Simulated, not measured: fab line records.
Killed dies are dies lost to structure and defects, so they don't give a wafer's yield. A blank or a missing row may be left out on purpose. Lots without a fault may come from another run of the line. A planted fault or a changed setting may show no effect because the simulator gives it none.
Struck lot and sound lot, side by side	flow gf180mcu	30 out of 602 route steps
Sound: wafers L121.2, L121.3, L121.5. Struck: wafer L138.5 (L138.2, L138.4, from the same lot, were not struck and are left out); the cause is given at the end.
Order at every step that has rows: each side's tool, ch and its chambers, its first start. Under that, the readings that differ: sound wafers	struck wafers	difference of the means	sigmas: that difference in standard deviations of wafers without a fault.
alike: words and numbers the same on both sides, and readings whose means are apart by under 2 such deviations; not compared: readings that were withheld, readings missing a value for some wafer, numbers with overlapping values and no deviation given by the record, and bounds like >300 which may hide the same value.
A row with sigmas, a row that says differs or no value, or rows on one side alone: a step with any of these is where the two part. Numbers that don't overlap but have no deviation are shown without sigmas and don't part them. Lack of a reading on every wafer of one side parts them only where that side has two or more wafers.

first, 3 steps without rows for these wafers: GF_PSD_EXPOSE_04 (exposes mask Pplus, target cd 400 nm); GF_PSD_PEB_05; GF_PSD_DEVELOP_06 (develop time 60 s).
GF_PSD_CD_MEAS_07: target cd 400 nm.
  struck on cd_sem-01, day 20 23:54; sound on cd_sem-02, day 15 01:58
  alike: cd_nm
GF_PSD_OVL_MEAS_08:
  struck on overlay-02, day 21 00:00; sound on overlay-01, day 15 02:04
reading	sound	struck	difference	sigmas
PSD_OVL (nm)	2.4 2.2 0.9	-1.1	-2.9	-2
next, for these wafers, 1 step has no rows: GF_PSD_IMPLANT_09.
GF_PSD_STRIP_10: strips in O2/N2.
  sound on plasma_asher-01 ch 0,1, day 15 02:15; struck on plasma_asher-01 ch 1, day 21 00:11
reading	sound	struck	difference	sigmas
heater_power_w (W)	362 378 294	412	+67	+3
oes_product_au (a.u.)	0.591 0.595 0.584	0.606	+0.016	+3
  alike: drypump_motor_current_A, platen_temp_c, strip_time_to_endpoint_s
  not compared: rf_hours_counter_h
GF_PSD_TW_MEAS_11:
  struck on film_metro-03, day 21 00:17; sound on film_metro-03, day 15 02:22
  alike: PSD_TW
then, 1 step without rows for these wafers: GF_PSD_CLEAN_12 (cleans in SC1/SC2, time 150 s).
GF_PSD_RTA_13: time 20 s.
  sound on rtp_anneal-01 ch 0, day 15 02:28; struck on rtp_anneal-01 ch 0, day 21 00:25
  alike: lamp_power_pct, wafer_temp_C_max
GF_PSD_RS_MEAS_14: the measuring method here is four-point-probe.
  struck on film_metro-02, day 21 00:30; sound on film_metro-02, day 15 02:34
  alike: NSD_RS
GF_PSD_RS_MEAS_15: the measuring method here is four-point-probe.
  struck on film_metro-02, day 21 00:37; sound on film_metro-02, day 15 02:41
  alike: PSD_RS
GF_SAB_CVD_00: deposits SiO2 from TEOS, target thk 50 nm, time 4.9302 s.
  sound on pecvd-01 ch 0,1, day 15 02:47; struck on pecvd-03 ch 0, day 21 00:43
reading	sound	struck	difference	sigmas
model.SiO2_of_SAB_CVD_00.thk_nm (nm)	48.79 49.23 50.48	54.58	+5.08	
  alike: heater_power_w
GF_SAB_THK_MEAS_01:
  struck on film_metro-04, day 21 00:45; sound on film_metro-01, day 15 02:49
reading	sound	struck	difference	sigmas
SAB_CVD_00_THK (nm)	48.8 49.2 50.5	54.6	+5.1	+8
then, 7 steps without rows for these wafers: GF_SAB_DEHYDRATE_02 (time 60 s); GF_SAB_HMDS_03 (prime time 60 s); GF_SAB_COAT_04 (resist thk 1000 nm); GF_SAB_SOFTBAKE_05 (time 60 s); GF_SAB_EXPOSE_06 (exposes mask SAB, target cd 420 nm); GF_SAB_PEB_07; GF_SAB_DEVELOP_08 (develop time 60 s).
GF_SAB_CD_MEAS_09: target cd 420 nm.
  struck on cd_sem-02, day 22 00:18; sound on cd_sem-01, day 16 00:07
  alike: cd_nm
GF_SAB_OVL_MEAS_10:
  struck on overlay-01, day 22 00:24; sound on overlay-02, day 16 00:13
  alike: SAB_OVL
GF_SAB_ETCH_11: etches SiO2 in C4F8/O2/Ar, target depth 55 nm, time 8.5 s.
  sound on rie_diel-01 ch 0,2, day 16 00:15; struck on rie_diel-04 ch 0, day 22 00:26
  alike: oes_product_au
  not compared: rf_hours_counter_h
then, 1 step without rows for these wafers: GF_SAB_WET_ETCH_12 (etches SiO2 in dHF, target depth 22 nm, time 440 s).
GF_SAB_STRIP_13: strips in O2/N2.
  sound on plasma_asher-03 ch 0,1, day 16 00:25; struck on plasma_asher-01 ch 0, day 22 00:43
reading	sound	struck	difference	sigmas
heater_power_w (W)	372 373 340	303	-59	-2
  alike: drypump_motor_current_A, oes_product_au, platen_temp_c, strip_time_to_endpoint_s
  not compared: rf_hours_counter_h
then, 1 step without rows for these wafers: GF_SALICIDE_CLEAN_00 (cleans in SC1/SC2, time 150 s).
GF_SALICIDE_WET_ETCH_01: etches SiO2 in dHF, target depth 5 nm, time 100 s.
  sound on wet_bench-03 ch 0, day 16 00:34; struck on wet_bench-02 ch 2, day 22 00:52
reading	sound	struck	difference	sigmas
model.SiO2_of_SAB_CVD_00.thk_nm (nm)	38.07 38.5 39.76	43.82	+5.04	
GF_SALICIDE_SPUTTER_02: material Co, target thk 10 nm, time 20 s.
  struck on pvd_sputter-03, day 22 00:55; sound on pvd_sputter-04, day 16 00:36
  alike: throttle_valve_pct
-- the record jumps here: 12 days lie between the struck wafers' starts before and after (it left off in module SALICIDE and takes up again in module PASSIVATION, whose first step shown is number 602 of the route) --
GF_PASSIVATION_PROBE_99:
  the record has rows for the struck wafers here (prober-01, day 34 05:32) and none for the sound ones

## WHERE THEY PART
Last at GF_PASSIVATION_PROBE_99 as far as this record goes, first at GF_PSD_OVL_MEAS_08.

WHY: what had been put in by the simulator
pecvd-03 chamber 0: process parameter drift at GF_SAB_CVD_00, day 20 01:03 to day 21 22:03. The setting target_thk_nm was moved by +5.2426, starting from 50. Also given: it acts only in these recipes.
